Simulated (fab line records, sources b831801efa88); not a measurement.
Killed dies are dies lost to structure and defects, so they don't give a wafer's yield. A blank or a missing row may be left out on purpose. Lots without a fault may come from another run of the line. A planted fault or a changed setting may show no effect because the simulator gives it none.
A struck lot beside a sound one | flow sfq_line | 24 steps out of a route of 325
Sound: wafers L924.1, L924.3, L924.5. Struck: wafers L918.1, L918.5, L918.6. The cause comes at the end.
At each step with rows: each side's tool, then ch and its chambers, then its first start. Under that, the readings that differ: sound wafers | struck wafers | difference of the means | sigmas: that difference in standard deviations of wafers without a fault.
alike: readings whose means differ by less than 2 such deviations, and words and numbers that are the same on both sides. not compared: withheld readings, readings that some wafer has no value for, bounds like >300 that may hide the same value, and numbers for which the record gives no deviation and whose values overlap.
The two part at a step that has a row with sigmas, a row that says differs or no value, or rows on one side only. Numbers that don't overlap but have no deviation are shown without sigmas and don't part them. A reading that every wafer of one side lacks parts them only if that side has two wafers or more.

first, 6 steps without rows for these wafers: SFQ_TRILAYER_I0_VIA_LITHO_COAT_036 (resist thk 62 nm); SFQ_TRILAYER_I0_VIA_LITHO_COAT_031 (resist thk 650 nm); SFQ_TRILAYER_I0_VIA_LITHO_SOFTBAKE_035; SFQ_TRILAYER_I0_VIA_LITHO_EXPOSE_032 (exposes mask I0, target cd 500 nm); SFQ_TRILAYER_I0_VIA_LITHO_PEB_034 (peb time 60 s); SFQ_TRILAYER_I0_VIA_LITHO_DEVELOP_033 (time 60 s).
SFQ_I0_OVL_MEAS_908:
  sound on overlay-02, day 12 19:55; struck on overlay-01, day 10 16:19
  alike: I0_OVL
SFQ_TRILAYER_I0_VIA_BARC_OPEN_VIA_ETCH_046: etches BARC in O2, target depth 125 nm, time 41.7 s.
  sound on rie_diel-02 ch 0,1, day 12 19:57; struck on rie_diel-02 ch 0,2,3, day 10 16:21
  alike: drypump_motor_current_A, oes_product_au, rf_fwd_power_W
  not compared: rf_hours_counter_h
SFQ_TRILAYER_I0_VIA_ETCH_VIA_ETCH_034: etches SiO2 in CHF3, stops on Nb, target depth 260 nm.
  sound on rie_diel-02 ch 0,1, day 12 19:59; struck on rie_diel-02 ch 0,2,3, day 10 16:23
  alike: drypump_motor_current_A, oes_product_au, rf_fwd_power_W
SFQ_TRILAYER_I0_VIA_STRIP_STRIP_035: strips in O2.
  sound on rie_metal-02 ch 0, day 12 20:07; struck on rie_metal-03 ch 0,1, day 10 16:31
  alike: drypump_motor_current_A, oes_product_au
  not compared: rf_hours_counter_h
then, 2 steps without rows for these wafers: SFQ_TRILAYER_I0_VIA_STRIP_SOLV_CLEAN_036 (cleans in NMP, time 600 s); SFQ_TRILAYER_M1_DEP_PRE_CLEAN_038 (time 22.5 s).
SFQ_TRILAYER_M1_DEP_SPUTTER_037: material Nb, target thk 200 nm, time 133.3 s.
  sound on pvd_sputter-05, day 12 20:55; struck on pvd_sputter-06, day 10 17:19
  no value came back on the struck wafers for base_pressure_pa (Pa), cathode_dc_power_W (W), throttle_valve_pct (%); on the sound wafers base_pressure_pa (Pa) reads 1.38e-06 1.36e-06 1.21e-06
SFQ_M1_RS_MEAS_909: measures by four-point-probe.
  sound on film_metro-01, day 12 21:00; struck on film_metro-04, day 10 17:24
  reading           | sound             | struck | difference                    | sigmas
  M1_NB_RS (ohm/sq) | 0.897 0.897 0.898 | - - -  | no value on the struck wafers |
then, 6 steps without rows for these wafers: SFQ_TRILAYER_M1_LITHO_COAT_044 (resist thk 62 nm); SFQ_TRILAYER_M1_LITHO_COAT_039 (resist thk 600 nm); SFQ_TRILAYER_M1_LITHO_SOFTBAKE_043; SFQ_TRILAYER_M1_LITHO_EXPOSE_040 (exposes mask M1, target cd 500 nm); SFQ_TRILAYER_M1_LITHO_PEB_042 (peb time 60 s); SFQ_TRILAYER_M1_LITHO_DEVELOP_041 (time 60 s).
-- the record jumps here: 2 days lie between the struck wafers' starts before and after --
SFQ_M1_OVL_MEAS_911:
  sound on overlay-01, day 14 22:37; struck on overlay-02, day 12 17:31
  alike: M1_OVL
SFQ_TRILAYER_M1_BARC_OPEN_METAL_ETCH_054: etches BARC in O2, target depth 125 nm, time 41.7 s.
  sound on rie_metal-04 ch 0,1, day 14 22:40; struck on rie_metal-02 ch 0,1, day 12 17:33
  alike: drypump_motor_current_A, oes_product_au, rf_fwd_power_W
  not compared: rf_hours_counter_h
SFQ_TRILAYER_M1_ETCH_METAL_ETCH_042: etches Nb in Cl2/Ar, stops on SiO2, target depth 240 nm, time 120 s.
  sound on rie_metal-04 ch 0,1, day 14 22:43; struck on rie_metal-02 ch 0,1, day 12 17:37
  reading               | sound             | struck            | difference | sigmas
  oes_product_au (a.u.) | 0.885 0.886 0.887 | 0.372 0.383 0.373 | -0.510     | -78
  alike: drypump_motor_current_A, rf_fwd_power_W
  not compared: rf_hours_counter_h
SFQ_TRILAYER_M1_STRIP_STRIP_043: strips in O2.
  sound on rie_metal-04 ch 0,1, day 14 22:50; struck on rie_metal-02 ch 0,1, day 12 17:44
  alike: drypump_motor_current_A, oes_product_au
  not compared: rf_hours_counter_h

WHERE THEY PART
First at SFQ_TRILAYER_M1_DEP_SPUTTER_037; last, within this record, at SFQ_TRILAYER_M1_ETCH_METAL_ETCH_042. Later steps at which nothing parts them and some readings are alike: SFQ_TRILAYER_M1_STRIP_STRIP_043.

WHY: what the simulator had put in
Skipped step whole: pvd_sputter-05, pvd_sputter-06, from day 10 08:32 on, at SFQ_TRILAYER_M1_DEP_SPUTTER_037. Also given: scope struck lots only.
